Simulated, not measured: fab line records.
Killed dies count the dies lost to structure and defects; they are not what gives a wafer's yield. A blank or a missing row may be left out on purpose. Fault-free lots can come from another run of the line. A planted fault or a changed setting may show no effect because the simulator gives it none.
The tool behind it: which one? :: flow sky130 :: Sampling: 14 lots, 42 wafers, 2 of 708 route steps

WHAT THE GAUGES SHOWED, per wafer
No reading from a measuring or inspecting step in the record can be judged against a usual standard deviation.

WHICH TOOL RAN EACH LOT (tool, then ch and the chambers of the sampled wafers, then the start)
lot: L842
SKY_RES_XHIGH_COAT_02: litho track-02 ch 0, day 26 02:07
SKY_PAD_OPEN_PROBE_99: -

lot: L843
SKY_RES_XHIGH_COAT_02: litho track-02 ch 0, day 26 14:16
SKY_PAD_OPEN_PROBE_99: -

lot: L844
SKY_RES_XHIGH_COAT_02: litho track-03 ch 0, day 26 22:20
SKY_PAD_OPEN_PROBE_99: -

lot: L845
SKY_RES_XHIGH_COAT_02: litho track-02 ch 0, day 27 12:28
SKY_PAD_OPEN_PROBE_99: -

lot: L848
SKY_RES_XHIGH_COAT_02: litho track-02 ch 0, day 28 07:13
SKY_PAD_OPEN_PROBE_99: -

lot: L847
SKY_RES_XHIGH_COAT_02: litho track-04 ch 0, day 28 08:32
SKY_PAD_OPEN_PROBE_99: -

lot: L849
SKY_RES_XHIGH_COAT_02: litho track-03 ch 0, day 28 18:03
SKY_PAD_OPEN_PROBE_99: -

lot: L851
SKY_RES_XHIGH_COAT_02: litho track-02 ch 0, day 29 09:40
SKY_PAD_OPEN_PROBE_99: -

lot: L856
SKY_RES_XHIGH_COAT_02: litho track-03, day 30 23:48
SKY_PAD_OPEN_PROBE_99: prober-02, day 49 08:16

lot: L857
SKY_RES_XHIGH_COAT_02: litho track-04, day 31 21:32
SKY_PAD_OPEN_PROBE_99: prober-01, day 49 19:52

lot: L862
SKY_RES_XHIGH_COAT_02: litho track-04 ch 0, day 33 01:56
SKY_PAD_OPEN_PROBE_99: prober-02, day 50 12:49

lot: L863
SKY_RES_XHIGH_COAT_02: litho track-02 ch 0, day 33 08:59
SKY_PAD_OPEN_PROBE_99: prober-01, day 50 17:58

lot: L864
SKY_RES_XHIGH_COAT_02: litho track-04 ch 0, day 33 13:34
SKY_PAD_OPEN_PROBE_99: -

lot: L865
SKY_RES_XHIGH_COAT_02: litho track-04 ch 0, day 33 19:43
SKY_PAD_OPEN_PROBE_99: -
- SKY_RES_XHIGH_COAT_02: resist thk 1140 nm.
- SKY_PAD_OPEN_PROBE_99

AS READ BY THE TOOLS THEMSELVES (means over the sampled wafers that have a number; for cases with no such wafer, the mark the record gives instead)
SKY_RES_XHIGH_COAT_02. Usual: chill plate temp C 23.01 C, standard deviation 0.1; dispense pressure kPa 49.2 kPa, standard deviation 1.1.
lot: L842
tool: litho track-02
chill plate temp C (C): 23.00
dispense pressure kPa (kPa): 49.5
flag: 

lot: L843
tool: litho track-02
chill plate temp C (C): 23.15
dispense pressure kPa (kPa): 49.5
flag: 

lot: L844
tool: litho track-03
chill plate temp C (C): 23.06
dispense pressure kPa (kPa): 51.0
flag: 

lot: L845
tool: litho track-02
chill plate temp C (C): 22.94
dispense pressure kPa (kPa): 49.5
flag: 

lot: L848
tool: litho track-02
chill plate temp C (C): 22.92
dispense pressure kPa (kPa): 49.5
flag: 

lot: L847
tool: litho track-04
chill plate temp C (C): 22.94
dispense pressure kPa (kPa): 48.0
flag: 

lot: L849
tool: litho track-03
chill plate temp C (C): 23.08
dispense pressure kPa (kPa): 51.0
flag: 

lot: L851
tool: litho track-02
chill plate temp C (C): 23.09
dispense pressure kPa (kPa): 49.5
flag: 

lot: L856
tool: litho track-03
chill plate temp C (C): -
dispense pressure kPa (kPa): -
flag: OFF

lot: L857
tool: litho track-04
chill plate temp C (C): -
dispense pressure kPa (kPa): -
flag: OFF

lot: L862
tool: litho track-04
chill plate temp C (C): 23.03
dispense pressure kPa (kPa): 47.9
flag: 

lot: L863
tool: litho track-02
chill plate temp C (C): 22.99
dispense pressure kPa (kPa): 49.5
flag: 

lot: L864
tool: litho track-04
chill plate temp C (C): 23.07
dispense pressure kPa (kPa): 48.0
flag: 

lot: L865
tool: litho track-04
chill plate temp C (C): 23.01
dispense pressure kPa (kPa): 47.9
flag: 

SKY_PAD_OPEN_PROBE_99. Usual: killed_at_M0_to_M3 42, standard deviation 7; killed_at_M4_up 3.2, standard deviation 1.6; killed at contacts 24, standard deviation 5.8; killed at front end 16, standard deviation 4.3; killed at other 0.3, standard deviation 0.62; killed dies 86, standard deviation 9.5; killed on rim 17, standard deviation 3.7; killed open 46, standard deviation 6.4; killed short 39, standard deviation 6.3.
lot: L856
tool: prober-02
killed_at_M0_to_M3: 40
killed_at_M4_up: 2.7
killed at contacts: 32
killed at front end: 15
killed at other: 402.3
killed dies: 492
killed on rim: 96
killed open: 51
killed short: 38
flag: OFF

lot: L857
tool: prober-01
killed_at_M0_to_M3: 44
killed_at_M4_up: 3.0
killed at contacts: 25
killed at front end: 20
killed at other: 400.0
killed dies: 492
killed on rim: 96
killed open: 53
killed short: 41
flag: OFF

lot: L862
tool: prober-02
killed_at_M0_to_M3: 43
killed_at_M4_up: 2.3
killed at contacts: 18
killed at front end: 18
killed at other: 0.3
killed dies: 82
killed on rim: 18
killed open: 44
killed short: 38
flag: 

lot: L863
tool: prober-01
killed_at_M0_to_M3: 41
killed_at_M4_up: 1.7
killed at contacts: 23
killed at front end: 15
killed at other: 0.3
killed dies: 81
killed on rim: 17
killed open: 42
killed short: 39
flag: 

THE ANSWER, worked out from the rows above alone
Rule: a lot is off if the mean of its wafers that have a number lies more than 3 standard deviations from the usual mean. A lot without any number at a reading at which 4 lots or more have one is off too. The other lots that the step has rows for count as sound. After the gauges, taken in route order, come the tools' own readings; for these a lot's mean is taken, as printed above. The first step at which some lot is off is used, and at that step the reading that is off furthest; a lot without a number counts as furthest.
Off: L856, L857, at SKY_RES_XHIGH_COAT_02 (chill plate temp C). Without a number there: L856, L857.
A tool fits if, at that step or a process step before it, it ran every lot that is off, and no sound lot after the first of them. Of those tried, none fits.

WHAT THE SIMULATOR HAD PUT IN
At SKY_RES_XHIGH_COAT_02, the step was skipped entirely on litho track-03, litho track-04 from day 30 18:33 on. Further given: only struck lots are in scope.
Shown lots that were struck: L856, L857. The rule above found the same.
